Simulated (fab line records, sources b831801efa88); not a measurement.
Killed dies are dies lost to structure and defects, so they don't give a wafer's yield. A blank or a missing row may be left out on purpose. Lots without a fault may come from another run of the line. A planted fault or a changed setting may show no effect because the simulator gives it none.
fab line records | flow sfq_line
record lots=6 wafers=18 last_day=95
route steps=325 shown R5@222 I5@228
lots that met no fault: from a run of the same line without faults
start_h: hours from the record's first day to the start of the lot's first wafer shown | wait_h: hours since the lot's step before | " the same as in the row above | L1.1+2: a row that stands for several wafers | - no value, or no start given | * or withheld: withheld | < > ~ a bound
route shown NAME@n: a module of which the file shows steps, and the number in the route of the first | usual: mean/standard deviation of fault-free wafers | same: alike in all rows | chamber/n: place in a boat | sites: the reading at each site | _std_site: their standard deviation | _edge_site: outer sites' mean less inner sites' | radius_mm: how far each site lies from the wafer's centre | mask NAME#n: copy n | behind: the tool/chamber that last shaped the wafer | hold: why the lot was held/for how many hours/how that ended | device: the transistor (n, p or np) that didn't switch | end of line: the same wafers' tests at the end of the route | a step without rows: its recipe alone | killed: dies lost to structure and defects at the first sort, not the wafer's yield | map: a wafer's dies, x killed, . not, _ none there
set.NAME: the setting as run; set.NAME@STEP: as run at that earlier step | model.NAME: the simulator's own value behind a step, which no gauge read
lots at some steps of the route; a table a step, a row a wafer
services: from which hour (start_h, from the record's first day; less than 0 if before it) a tool's chamber was out of use, for how many hours, and why
## steps
# step SFQ_TRILAYER_R5_LITHO_DEVELOP_138
# recipe time_s=60 resist=KrF
# step SFQ_R5_OVL_MEAS_935
# usual R5_OVL=2/6
# columns lot.wafer tool chamber start_h wait_h R5_OVL[nm]
L199.1 overlay-01 - 1493.57 0.1 -2
L199.5 " - " " -1
L199.6 " - " " 1
L204.2 overlay-01 - 1534.38 0.1 -4
L204.3 " - " " 6
L204.4 " - " " 0
L205.1 overlay-02 - 1535.57 0.1 6
L205.2 " - " " -8
L205.3 " - " " 4
L206.2 overlay-02 - 1542.86 0.1 -11
L206.3 " - " " -5
L206.5 " - " " -2
L214.3 overlay-01 - 1604.96 0.1 5
L214.4 " - " " 1
L214.5 " - " " 0
L218.1 overlay-01 - 1791.29 0.1 2
L218.3 " - " " 6
L218.5 " - " " 5
# step SFQ_TRILAYER_R5_BARC_OPEN_METAL_ETCH_177
# recipe mask_material=PR chemistry=O2 target_depth_nm=125 target=BARC icp_w=600 bias_w=80 pressure_mtorr=10 time_s=41.7
# usual drypump_motor_current_A=6.0/0.34 oes_product_au=0.686/0.0045
# columns lot.wafer tool chamber start_h wait_h drypump_motor_current_A oes_product_au rf_hours_counter_h
L199.1 rie_metal-04 1 1493.61 0.0 6.4 0.692 10
L199.5 " 1 " " 6.4 0.690 -
L199.6 " 0 " " 5.7 0.685 -
L204.2 rie_metal-04 1 1534.41 0.0 6.4 0.692 17
L204.3 " 0 " " 5.7 0.686 -
L204.4 " 1 " " 6.4 0.689 -
L205.1 rie_metal-02 0 1535.61 0.0 5.4 0.682 23
L205.2 " 1 " " 6.0 0.689 114
L205.3 " 0 " " 5.5 0.685 -
L206.2 rie_metal-04 1 1542.89 0.0 6.3 0.681 17
L206.3 " 0 " " 5.7 0.688 -
L206.5 " 0 " " 5.7 0.684 -
L214.3 rie_metal-03 0 1605.01 0.0 6.3 0.688 -
L214.4 " 1 " " 5.8 0.689 -
L214.5 " 1 " " 5.8 0.695 -
L218.1 rie_metal-04 1 1791.33 0.0 6.3 0.678 52
L218.3 " 0 " " 5.7 0.684 -
L218.5 " 0 " " 5.7 0.688 -
# step SFQ_TRILAYER_R5_ETCH_METAL_ETCH_139
# recipe stop_on=SiO2 mask_material=PR chemistry=Cl2 target_depth_nm=60 icp_w=600 bias_w=80 pressure_mtorr=10 time_s=40
# usual drypump_motor_current_A=6.0/0.34 oes_product_au=0.988/0.0055
# columns lot.wafer tool chamber start_h wait_h drypump_motor_current_A oes_product_au rf_hours_counter_h
L199.1 rie_metal-04 1 1493.67 0.0 6.4 0.986 10
L199.5 " 1 " " 6.4 1.004 -
L199.6 " 0 " " 5.7 0.995 -
L204.2 rie_metal-04 1 1534.47 0.0 6.3 0.992 17
L204.3 " 0 " " 5.7 0.994 -
L204.4 " 1 " " 6.4 0.991 -
L205.1 rie_metal-02 0 1535.67 0.0 5.5 0.999 23
L205.2 " 1 " " 6.0 0.976 114
L205.3 " 0 " " 5.5 0.995 -
L206.2 rie_metal-04 1 1542.95 0.0 6.4 0.989 17
L206.3 " 0 " " 5.7 0.980 -
L206.5 " 0 " " 5.7 0.980 -
L214.3 rie_metal-03 0 1605.07 0.0 6.3 0.987 -
L214.4 " 1 " " 5.8 0.987 -
L214.5 " 1 " " 5.8 0.987 -
L218.1 rie_metal-04 1 1791.39 0.0 6.4 0.983 52
L218.3 " 0 " " 5.7 0.985 -
L218.5 " 0 " " 5.7 0.983 -
# step SFQ_TRILAYER_R5_STRIP_STRIP_140
# recipe gas=O2 power_w=200 platen_temp_c=40 overash_fraction=0.65 chemistry=O2 pressure_mtorr=50
# usual drypump_motor_current_A=6.0/0.34 oes_product_au=0.994/0.0075 platen_temp_c=40.01/0.11
# columns lot.wafer tool chamber start_h wait_h drypump_motor_current_A oes_product_au platen_temp_c rf_hours_counter_h
L199.1 rie_metal-04 1 1493.73 0.0 6.4 0.992 40.07 10
L199.5 " 1 " " 6.4 0.989 40.00 -
L199.6 " 0 " " 5.7 0.986 40.00 -
L204.2 rie_metal-04 1 1534.53 0.0 6.4 0.997 40.00 17
L204.3 " 0 " " 5.7 0.988 40.02 -
L204.4 " 1 " " 6.4 0.978 40.07 -
L205.1 rie_metal-02 0 1535.73 0.0 5.5 0.992 40.09 23
L205.2 " 1 " " 6.0 0.976 39.80 114
L205.3 " 0 " " 5.4 0.992 40.06 -
L206.2 rie_metal-04 1 1543.01 0.0 6.4 1.001 40.05 17
L206.3 " 0 " " 5.7 1.002 40.00 -
L206.5 " 0 " " 5.7 1.003 39.94 -
L214.3 rie_metal-03 0 1605.30 0.2 6.3 1.001 39.97 -
L214.4 " 1 " " 5.8 0.994 39.92 -
L214.5 " 1 " " 5.8 0.992 39.97 -
L218.1 rie_metal-04 1 1791.44 0.0 6.4 0.998 39.87 52
L218.3 " 0 " " 5.7 1.008 40.03 -
L218.5 " 0 " " 5.7 1.005 40.11 -
# step SFQ_TRILAYER_R5_STRIP_SOLV_CLEAN_141
# recipe chemistry=NMP temp_c=70 time_s=600
# step SFQ_TRILAYER_A5C_DEP_PECVD_142
# recipe material=SiO2 temp_c=150 time_s=15.556 pressure_torr=2.4 rf_w=183.3 precursor=SiH4/N2O target_thk_nm=70
# usual heater_power_w=87/19 throttle_valve_pct=24.6/1.1
# columns lot.wafer tool chamber start_h wait_h heater_power_w throttle_valve_pct
L199.1 pecvd-03 1 1494.50 0.0 87 24.7
L199.5 " 1 " " 85 24.8
L199.6 " 2 " " 96 23.9
L204.2 pecvd-03 2 1535.32 0.0 94 24.0
L204.3 " 1 " " 84 24.6
L204.4 " 2 " " 94 24.2
L205.1 pecvd-04 0 1536.50 0.0 80 26.5
L205.2 " 2 " " 97 25.7
L205.3 " 0 " " 80 26.5
L206.2 pecvd-02 0 1543.78 0.0 86 24.0
L206.3 " 2 " " 93 23.6
L206.5 " 2 " " 94 23.8
L214.3 pecvd-03 2 1605.89 0.0 95 23.9
L214.4 " 1 " " 92 24.6
L214.5 " 0 " " 67 24.5
L218.1 pecvd-03 1 1792.22 0.0 103 22.8
L218.3 " 0 " " 63 22.5
L218.5 " 2 " " 99 22.1
# step SFQ_TRILAYER_I5_LITHO_COAT_149
# recipe resist=BARC spin_rpm=3000 resist_thk_nm=62
# step SFQ_TRILAYER_I5_LITHO_COAT_144
# recipe resist=KrF spin_rpm=3000 resist_thk_nm=650
# step SFQ_TRILAYER_I5_LITHO_SOFTBAKE_148
# recipe temp_c=withheld time_s=withheld resist=KrF
# step SFQ_TRILAYER_I5_LITHO_EXPOSE_145
# recipe mask_id=I5 na=0.6 source_shape=conventional sigma_outer=0.65 target_cd_nm=700 dose_mj=21.3
# step SFQ_TRILAYER_I5_LITHO_PEB_147
# recipe peb_temp_c=115 peb_time_s=60 resist=KrF
# step SFQ_TRILAYER_I5_LITHO_DEVELOP_146
# recipe time_s=60 resist=KrF
# usual chill_plate_temp_C=23.00/0.11 exhaust_pa=45.2/0.87
# columns lot.wafer tool chamber start_h wait_h chill_plate_temp_C exhaust_pa model.KrF_of_TRILAYER_I5_LITHO_COAT_144.thk_nm
L199.1 litho_track-04 0 1608.71 0.1 23.00 45.7 625.6
L199.5 " 0 " " 23.08 45.7 624.4
L199.6 " 0 " " 22.99 44.3 624.9
L204.2 litho_track-04 - 1663.10 0.1 - - 645.6
L204.3 " - " " - - 648.3
L204.4 " - " " - - 649.1
L205.1 litho_track-04 - 1665.48 0.1 - - 652.4
L205.2 " - " " - - 651.3
L205.3 " - " " - - 652.2
L206.2 litho_track-01 0 1675.10 0.1 22.93 43.5 625.5
L206.3 " 0 " " 23.05 44.3 626.4
L206.5 " 0 " " 23.09 44.7 625.9
L214.3 litho_track-01 0 1736.53 0.1 22.90 44.4 624.4
L214.4 " 0 " " 23.02 45.1 624.8
L214.5 " 0 " " 23.03 44.9 625.8
L218.1 litho_track-03 0 1794.34 0.1 23.00 44.6 624
L218.3 " 0 " " 23.07 44.8 621.6
L218.5 " 0 " " 22.90 44.6 623.4
# step SFQ_I5_OVL_MEAS_936
# usual I5_OVL=1/4.5
# columns lot.wafer tool chamber start_h wait_h I5_OVL[nm]
L199.1 overlay-01 - 1608.86 0.1 8
L199.5 " - " " 6
L199.6 " - " " 1
L204.2 overlay-02 - 1663.23 0.1 -
L204.3 " - " " -
L204.4 " - " " -
L205.1 overlay-01 - 1665.63 0.1 -
L205.2 " - " " -
L205.3 " - " " -
L206.2 overlay-01 - 1675.23 0.1 4
L206.3 " - " " 1
L206.5 " - " " 4
L214.3 overlay-02 - 1736.65 0.1 -1
L214.4 " - " " 1
L214.5 " - " " -7
L218.1 overlay-01 - 1794.49 0.1 -1
L218.3 " - " " 0
L218.5 " - " " -2
## services
# columns tool chamber start_h hours kind
pecvd-04 1 1535.19 3.4 repair
pecvd-02 - 1562.37 6.0 pm
pecvd-04 - 1563.13 0.3 repair
pecvd-03 - 1569.27 1.0 repair
rie_metal-04 - 1571.34 14.6 pm
rie_metal-04 0 1598.16 22.3 repair
pecvd-02 2 1610.51 4.1 repair
rie_metal-02 - 1615.47 0.2 repair
rie_metal-02 1 1635.53 - clean
rie_metal-02 1 1635.53 - consumable_replace:focus_ring
pecvd-02 0 1667.37 12.5 repair
pecvd-02 - 1669.45 1.5 repair
rie_metal-04 - 1680.12 0.4 repair
pecvd-03 - 1686.25 14.0 pm
pecvd-03 0 1686.25 14.0 vent_cycle
pecvd-03 1 1686.25 14.0 vent_cycle
pecvd-03 2 1686.25 14.0 vent_cycle
pecvd-02 - 1690.07 1.7 repair
pecvd-03 0 1700.25 - clean
pecvd-03 1 1700.25 - clean
pecvd-03 2 1700.25 - clean
pecvd-04 2 1724.29 29.3 repair
pecvd-02 - 1749.30 0.5 repair
rie_metal-03 1 1763.47 5.0 repair
## key
first_sign step=SFQ_TRILAYER_I5_LITHO_DEVELOP_146 reading=tool_record direction=missing
effect none on later readings
model_effect step=SFQ_TRILAYER_I5_LITHO_DEVELOP_146 value=KrF_of_TRILAYER_I5_LITHO_COAT_144.thk_nm without=624.4 struck=649.8
met_at SFQ_TRILAYER_I5_LITHO_DEVELOP_146
struck_wafers L204.2,L204.3,L204.4,L205.1,L205.2,L205.3
onset_between 1608.71 1663.10
fault kind=skipped_step_whole tool=litho_track-04 chamber=- onset_h=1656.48 steps=SFQ_TRILAYER_I5_LITHO_DEVELOP_146 scope=struck_lots_only
